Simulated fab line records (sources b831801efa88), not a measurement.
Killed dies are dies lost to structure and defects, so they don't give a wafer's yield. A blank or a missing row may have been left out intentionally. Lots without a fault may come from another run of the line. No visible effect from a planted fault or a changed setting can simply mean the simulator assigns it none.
Which tool did it?    flow sky130    6 lots, 18 wafers sampled, at 2 steps of a route of 708

WHAT THE GAUGES READ, wafer by wafer
SKY_LI_CONTACT_RS_MEAS_22: the measuring method here is four-point-probe.
lot   measured      on             LI_CONTACT_W_RS (ohm/sq)
L621  day 29 11:49  film metro-04  0.283 0.289 0.283
L623  day 31 00:20  film metro-04  0.284 0.291 0.286
L627  day 32 04:32  film metro-04  0.286 0.283 0.281
L629  day 33 07:17  film metro-02  0.288 0.286 0.280
L636  day 34 23:01  film metro-03  0.285 0.292 0.287
L640  day 35 23:04  film metro-02  0.283 0.292 0.282

EACH LOT AND THE TOOL THAT RAN IT (in order: tool; ch and the chambers of the sampled wafers; start)
lot   SKY_LI_CONTACT_CVD_21
L621  cvd w-01 ch 0,1, day 29 11:40
L623  cvd w-01 ch 0, day 31 00:13
L627  cvd w-02 ch 0,1, day 32 04:24
L629  cvd w-01 ch 0,1, day 33 07:10
L636  cvd w-01 ch 0,1, day 34 22:52
L640  cvd w-01 ch 0,1, day 35 22:57
- SKY_LI_CONTACT_CVD_21: deposits W, target thk 400 nm, time 120.56 s.

THE ANSWER, worked out from the rows above alone
Rule: usual is defined by the lots themselves. Put in order of their means at a reading, lots are off if they are a third of the lots or fewer, leave a main group of 4 or more, and stand apart from it by a gap of 3 or more times the standard deviation of the main group's means; of several such gaps the widest counts. The tables above print the reading to a certain number of digits; a main group whose means all agree to those digits is not used. A lot without any number at a reading at which 4 lots or more have one is off too. The other lots that the step has rows for count as sound.
Across all readings shown, no lot is off: no conclusion can be drawn from this.

WHAT THE SIMULATOR HAD INSERTED
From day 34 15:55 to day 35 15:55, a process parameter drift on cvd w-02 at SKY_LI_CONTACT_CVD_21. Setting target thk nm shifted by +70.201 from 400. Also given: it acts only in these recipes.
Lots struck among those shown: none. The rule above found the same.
